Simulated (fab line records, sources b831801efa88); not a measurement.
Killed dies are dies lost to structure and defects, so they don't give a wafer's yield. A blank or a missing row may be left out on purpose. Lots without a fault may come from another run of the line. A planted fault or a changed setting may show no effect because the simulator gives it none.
Chamber matching | flow sky130 | SKY_PASSIVATION_ETCH_11 on rie_diel-01: 4 sister chambers
The step etches the open film in CF4/O2, stops on AlCu, target depth 725 nm, time 161.1 s. 8 wafers are shown with their chamber, then 8 later ones without.

WAFERS WITH THEIR CHAMBER
wafer  | chamber | drypump_motor_current_A (A) | oes_product_au (a.u.)
L076.6 | 2       | 4.8                         | 0.986
L081.1 | 2       | 4.9                         | 0.983
L081.4 | 1       | 5.1                         | 0.977
L082.5 | 0       | 5.7                         | 0.988
L082.6 | 1       | 5.1                         | 0.976
L088.3 | 0       | 5.7                         | 0.977
L088.5 | 3       | 5.7                         | 0.971
L093.1 | 3       | 5.8                         | 0.970

WAFERS WITHOUT THEIR CHAMBER
wafer  | drypump_motor_current_A (A) | oes_product_au (a.u.)
L093.2 | 4.9                         | 0.975
L093.5 | 5.1                         | 0.975
L095.1 | 4.9                         | 0.977
L095.3 | 5.2                         | 0.973
L095.4 | 5.7                         | 0.974
L096.1 | 5.7                         | 0.972
L096.2 | 4.8                         | 0.971
L096.5 | 5.2                         | 0.991

WHICH CHAMBER EACH WENT THROUGH
wafer  | from the rows above     | in truth
L093.2 | can't be placed: 2 or 1 | 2
L093.5 | 1                       | 1
L095.1 | can't be placed: 2 or 1 | 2
L095.3 | 1                       | 1
L095.4 | can't be placed: 3 or 0 | 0
L096.1 | can't be placed: 3 or 0 | 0
L096.2 | 2                       | 2
L096.5 | 1                       | 1
Placed correctly: 4 of 8. Can't be placed from these rows: 4 (the true chamber is among the candidates in 4). Placed wrongly: 0.
How it was worked out, from the rows above alone: a wafer's distance from a chamber is the root of the sum, over the readings, of the square of ((its reading less the chamber's mean) divided by the reading's scatter). The wafer belongs to the nearest chamber; if the next one is less than 2 further off, it can't be placed. A chamber's mean is the mean of its shown wafers. The scatter: the root of (the sum of the squares of (reading less its chamber's mean) over the shown wafers, divided by (wafers less chambers)).
